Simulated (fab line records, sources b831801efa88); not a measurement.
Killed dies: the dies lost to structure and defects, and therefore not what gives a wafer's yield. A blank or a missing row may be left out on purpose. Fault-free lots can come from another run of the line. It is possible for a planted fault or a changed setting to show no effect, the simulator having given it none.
Which tool is to blame?    flow gf180mcu    13 lots with 39 wafers sampled at 4 steps, on a route of 602 steps

== WHAT THE GAUGES READ, wafer by wafer ==
GF_M2_CD_MEAS_14 targets a cd of 280 nm.
lot   measured      on         cd nm (nm)
L644  day 19 15:02  cd sem-01  282.2 283.0 281.0
L645  day 19 21:53  cd sem-01  280.7 280.7 280.7
L646  day 20 11:52  cd sem-02  280.1 280.4 279.4
L647  day 21 03:14  cd sem-02  281.6 280.8 280.8
L648  day 21 03:44  cd sem-01  279.3 280.0 280.4
L649  day 21 10:13  cd sem-01  278.5 279.5 280.2
L650  day 22 05:52  cd sem-01  280.2 280.1 280.5
L651  day 22 10:13  cd sem-02  281.4 281.3 279.8
L661  day 25 20:33  cd sem-01  272.9 263.4 271.7
L660  day 25 20:58  cd sem-02  257.3 269.3 264.2
L663  day 26 12:25  cd sem-02  279.1 277.4 279.0
L665  day 26 22:37  cd sem-02  280.0 281.9 280.0
L666  day 27 06:34  cd sem-02  279.8 280.2 280.5

== WHAT TOOL EACH LOT RAN ON (gives the tool, then ch and the chambers of the sampled wafers, and finally the start) ==
lot   GF_CONTACT_CMP_04              GF_M2_SPUTTER_00              GF_M2_EXPOSE_11
L644  cmp-01 ch 1,3, day 15 12:50    pvd sputter-03, day 18 14:38  krf scanner-02 ch 0, day 19 02:44
L645  cmp-02 ch 1,2, day 15 17:55    pvd sputter-04, day 18 21:08  krf scanner-02 ch 0, day 19 09:08
L646  cmp-02 ch 0,1,3, day 16 06:57  pvd sputter-02, day 19 10:58  krf scanner-02 ch 0, day 19 23:58
L647  cmp-02 ch 0,2,3, day 16 20:47  pvd sputter-03, day 20 02:28  krf scanner-01 ch 0, day 20 14:48
L648  cmp-02 ch 0,2, day 16 22:45    pvd sputter-04, day 20 03:10  krf scanner-01 ch 0, day 20 15:44
L649  cmp-01 ch 0,1,3, day 17 04:01  pvd sputter-04, day 20 09:47  krf scanner-02 ch 0, day 20 22:36
L650  cmp-01 ch 1,2,3, day 18 00:15  pvd sputter-02, day 21 06:11  krf scanner-02 ch 0, day 21 18:40
L651  cmp-02 ch 1,3, day 18 04:20    pvd sputter-04, day 21 10:23  krf scanner-02 ch 0, day 21 22:37
L661  cmp-02 ch 0,1,2, day 21 19:29  pvd sputter-03, day 24 22:49  krf scanner-01 ch 0, day 25 09:38
L660  cmp-01 ch 2,3, day 21 20:05    pvd sputter-02, day 24 23:07  krf scanner-01 ch 0, day 25 09:48
L663  cmp-02 ch 0,2,3, day 22 14:59  pvd sputter-03, day 25 15:15  krf scanner-02 ch 0, day 26 02:11
L665  cmp-01 ch 0,1, day 23 01:44    pvd sputter-03, day 26 01:36  krf scanner-02 ch 0, day 26 11:58
L666  cmp-02 ch 0,1,2, day 23 11:50  pvd sputter-02, day 26 09:50  krf scanner-02 ch 0, day 26 20:56
- GF_CONTACT_CMP_04: polishes SiO2.
- GF_M2_SPUTTER_00: material Ti, target thk 37.5 nm, time 150 s.
- GF_M2_EXPOSE_11: exposes mask Metal2, target cd 280 nm.

== WHAT THE TOOLS THEMSELVES READ (means of the sampled wafers that have a number; where no wafer has one, the mark that the record gives instead) ==
GF_CONTACT_CMP_04.
lot   tool    motor current A (A)  time to endpoint s (s)
L644  cmp-01  11.9                 105
L645  cmp-02  11.2                 107
L646  cmp-02  11.1                 103
L647  cmp-02  12.5                 109
L648  cmp-02  12.0                 113
L649  cmp-01  11.2                 109
L650  cmp-01  12.1                 111
L651  cmp-02  12.2                 111
L661  cmp-02  12.0                 110
L660  cmp-01  12.4                 114
L663  cmp-02  12.9                 109
L665  cmp-01  11.5                 112
L666  cmp-02  11.8                 118

GF_M2_SPUTTER_00.
lot   tool            throttle valve pct (%)
L644  pvd sputter-03  30.3
L645  pvd sputter-04  30.3
L646  pvd sputter-02  29.6
L647  pvd sputter-03  30.7
L648  pvd sputter-04  30.0
L649  pvd sputter-04  29.4
L650  pvd sputter-02  29.5
L651  pvd sputter-04  29.6
L661  pvd sputter-03  30.7
L660  pvd sputter-02  30.2
L663  pvd sputter-03  30.8
L665  pvd sputter-03  30.9
L666  pvd sputter-02  28.6

== THE ANSWER, worked out from the rows above alone ==
Rule: usual is defined by the lots themselves. The widest of any qualifying gaps counts: lots, ordered by their means at a reading, are off when they make up no more than a third of the lots, leave a main group of 4 or more, and stand apart from it by 3 or more times the standard deviation of that group's means. If all means in a main group match to the digits the tables above print for the reading, that group is not used. A lot without any number at a reading at which 4 lots or more have one is off too. Where the step has rows for the other lots, those lots are counted as sound. First the gauges in route order, then the tools' own readings, where a lot's mean is used as printed above. The first step at which some lot is off is used, and at that step the reading that is off furthest; a lot without a number counts as furthest.
Off: L661, L660, at GF_M2_CD_MEAS_14 (cd nm). Mean 280.3 nm and standard deviation 0.88 in the main group.
If a tool, at a process step before that reading, ran all the lots that are off and no sound lot after the first of them, it fits. Those tools and the gauges at GF_M2_CD_MEAS_14 are tried in the same way. One candidate fits, namely krf scanner-01 at GF_M2_EXPOSE_11. A fault onset in the window from L648 (day 20 15:44, its last sound lot) to L661 (day 25 09:38, its first lot off) fits.

== WHAT THE SIMULATOR HAD PUT IN ==
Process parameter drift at GF_M2_EXPOSE_11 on krf scanner-01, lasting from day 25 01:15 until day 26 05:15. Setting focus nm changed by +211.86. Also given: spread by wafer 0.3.
Struck lots among those shown: L661, L660. The rule above found the same.
